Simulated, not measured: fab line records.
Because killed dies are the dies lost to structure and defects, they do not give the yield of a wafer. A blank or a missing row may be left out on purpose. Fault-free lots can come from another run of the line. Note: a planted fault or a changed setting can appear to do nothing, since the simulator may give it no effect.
Which of the tools did it?	flow sky130	7 lots with 21 wafers sampled at 2 steps, on a route of 708 steps

## WHAT THE GAUGES SHOWED, per wafer
SKY_VIA2_THK_MEAS_01.
lot	measured	on	VIA2_HDPCVD_THK (nm)
L982	day 35 12:11	film_metro-02	1190 1188 1193
L984	day 36 02:11	film_metro-02	1188 1183 1169
L987	day 38 01:41	film_metro-03	1208 1197 1195
L991	day 39 03:40	film_metro-04	1173 1171 1184
L995	day 39 20:53	film_metro-04	1188 1193 1205
L100	day 41 03:10	film_metro-04	1189 1196 1187
L102	day 41 21:47	film_metro-03	1255 1242 1247

## EACH LOT AND THE TOOL THAT RAN IT (in order: tool; ch and the chambers of the sampled wafers; start)
lot	SKY_VIA2_HDPCVD_00
L982	hdpcvd-01 ch 0,1,2, day 35 12:03
L984	hdpcvd-02 ch 0,2, day 36 02:03
L987	hdpcvd-01 ch 0,1,2, day 38 01:33
L991	hdpcvd-02 ch 0,2, day 39 03:32
L995	hdpcvd-01 ch 0,2, day 39 20:46
L100	hdpcvd-01 ch 1,2, day 41 03:02
L102	hdpcvd-02 ch 0,2, day 41 21:38
- SKY_VIA2_HDPCVD_00: deposits SiO2, target thk 1180 nm, time 196.7 s.

## THE ANSWER, worked out from the rows above alone
Rule: the usual values come from the lots themselves. Put in order of their means at a reading, lots are off if they are a third of the lots or fewer, leave a main group of 4 or more, and stand apart from it by a gap of 3 or more times the standard deviation of the main group's means; of several such gaps the widest counts. A main group is skipped when, at the precision printed for the reading in the tables above, its means are all equal. A lot without any number at a reading at which 4 lots or more have one is off too. Where the step has rows for the other lots, those lots are counted as sound.
Off: at SKY_VIA2_THK_MEAS_01 (VIA2_HDPCVD_THK), L102. Mean 1189 nm and standard deviation 8.3 in the main group.
A tool fits if, at a process step before that reading, it ran every lot that is off, and no sound lot after the first of them. The gauges at SKY_VIA2_THK_MEAS_01 are tried like those tools. This does not decide it: 2 tools fit, namely hdpcvd-02 at SKY_VIA2_HDPCVD_00 and film_metro-03 at SKY_VIA2_THK_MEAS_01.

## WHAT WAS PUT IN BY THE SIMULATOR
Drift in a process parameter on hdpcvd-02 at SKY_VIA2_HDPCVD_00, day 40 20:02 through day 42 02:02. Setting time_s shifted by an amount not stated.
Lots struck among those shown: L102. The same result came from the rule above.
